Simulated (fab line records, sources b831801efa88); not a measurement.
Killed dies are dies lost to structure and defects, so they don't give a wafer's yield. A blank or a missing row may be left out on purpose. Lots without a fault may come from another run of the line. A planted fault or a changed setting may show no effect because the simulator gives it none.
A struck lot beside a sound one | flow sky130 | 16 steps out of a route of 708
Sound: wafers L971.1, L971.5, L971.6. Struck: wafer L965.6. (L965.2, L965.4 of the same lot were not struck and are left out.) The cause comes at the end.
At each step with rows: each side's tool, then ch and its chambers, then its first start. Under that, the readings that differ: sound wafers | struck wafers | difference of the means | sigmas: that difference in standard deviations of wafers without a fault.
alike: readings whose means differ by less than 2 such deviations, and words and numbers that are the same on both sides. not compared: withheld readings, readings that some wafer has no value for, bounds like >300 that may hide the same value, and numbers for which the record gives no deviation and whose values overlap.
The two part at a step that has a row with sigmas, a row that says differs or no value, or rows on one side only. Numbers that don't overlap but have no deviation are shown without sigmas and don't part them. A reading that every wafer of one side lacks parts them only if that side has two wafers or more.

first, 8 steps without rows for these wafers: SKY_METAL1_DEHYDRATE_07 (time 60 s); SKY_METAL1_HMDS_08 (prime time 60 s); SKY_METAL1_COAT_09 (resist thk 60 nm); SKY_METAL1_COAT_10 (resist thk 450 nm); SKY_METAL1_SOFTBAKE_11 (time 90 s); SKY_METAL1_EXPOSE_12 (exposes mask MM1, target cd 140 nm); SKY_METAL1_PEB_13; SKY_METAL1_DEVELOP_14 (develop time 60 s).
SKY_METAL1_CD_MEAS_15: target cd 140 nm.
  sound on cd_sem-02, day 38 17:06; struck on cd_sem-02, day 37 07:18
  alike: cd_nm
SKY_METAL1_OVL_MEAS_16:
  sound on overlay-01, day 38 17:13; struck on overlay-02, day 37 07:25
  alike: METAL1_OVL
SKY_METAL1_DESCUM_17: chemistry O2, time 8 s.
  sound on rie_metal-02 ch 0,1, day 38 17:16; struck on rie_metal-03 ch 1, day 37 07:26
  reading                     | sound       | struck | difference | sigmas
  drypump_motor_current_A (A) | 6.6 6.6 6.3 | 5.1    | -1.4       | -2
  alike: he_backside_leak_sccm, oes_product_au
  not compared: rf_hours_counter_h
SKY_METAL1_ETCH_18: etches BARC in N2/H2, stops on SiO2, time 45.9 s, target depth 60 nm.
  sound on rie_metal-02 ch 0,1, day 38 17:17; struck on rie_metal-03 ch 1, day 37 07:28
  reading                     | sound                | struck | difference | sigmas
  drypump_motor_current_A (A) | 6.6 6.6 6.3          | 5.1    | -1.4       | -2
  throttle_valve_pct (%)      | 13.226 13.210 13.239 | 13.204 | -0.021     | -2
  alike: he_backside_leak_sccm, oes_product_au
  not compared: rf_hours_counter_h
SKY_METAL1_METAL_ETCH_19: etches the open film in Cl2/BCl3, stops on SiO2, target depth 360 nm, time 78 s.
  sound on rie_metal-02 ch 0,1, day 38 17:21; struck on rie_metal-03 ch 1, day 37 07:32
  reading                                       | sound             | struck | difference | sigmas
  drypump_motor_current_A (A)                   | 6.6 6.6 6.3       | 5.1    | -1.4       | -2
  oes_product_au (a.u.)                         | 0.857 0.859 0.849 | 0.869  | +0.014     | +2
  model.KrF-thick_of_METAL1_COAT_10.thk_nm (nm) | 164.4 164.2 163.8 | 206.1  | +42.0      |
  model.METAL1.cd_nm (nm)                       | 141.5 140.6 142.9 | 146    | +4         |
  alike: bcl3_flow_sccm, he_backside_leak_sccm, throttle_valve_pct
  not compared: rf_hours_counter_h
SKY_METAL1_STRIP_20: strips in O2/N2.
  sound on plasma_asher-04 ch 0,1, day 38 17:26; struck on plasma_asher-02 ch 0, day 37 07:37
  reading                      | sound             | struck | difference | sigmas
  oes_product_au (a.u.)        | 0.338 0.351 0.345 | 0.367  | +0.022     | +4
  strip_time_to_endpoint_s (s) | 2.75 2.76 2.74    | 3.24   | +0.49      | +6
  alike: drypump_motor_current_A
  not compared: rf_hours_counter_h
then, 1 step without rows for these wafers: SKY_METAL1_STRIP_21 (strips in post etch residue remover, time 1200 s).
-- the record jumps here: 12 days lie between the struck wafers' starts before and after (it left off in module METAL1 and takes up again in module PAD_OPEN, whose first step shown is number 708 of the route) --
SKY_PAD_OPEN_PROBE_99:
  sound on prober-01, day 50 10:42; struck on prober-01, day 49 08:53
  reading                               | sound                | struck | difference | sigmas
  defect_limited_yield (%)              | 82.1 79.3 83.3       | 86.2   | +4.6       | +2
  killed_at_front_end                   | 21 18 19             | 10     | -9         | -2
  killed_dies                           | 88 102 82            | 68     | -23        | -2
  killed_short                          | 46 36 51             | 30     | -14        | -2
  model.etest.met1_comb.leak_log10_a_um | -11.94 -11.96 -11.96 | -11.23 | +0.72      |
  alike: killed_at_M0_to_M3, killed_at_M4_up, killed_at_contacts, killed_at_other, killed_open

WHERE THEY PART
First at SKY_METAL1_DESCUM_17; last, within this record, at SKY_PAD_OPEN_PROBE_99.

WHY: what the simulator had put in
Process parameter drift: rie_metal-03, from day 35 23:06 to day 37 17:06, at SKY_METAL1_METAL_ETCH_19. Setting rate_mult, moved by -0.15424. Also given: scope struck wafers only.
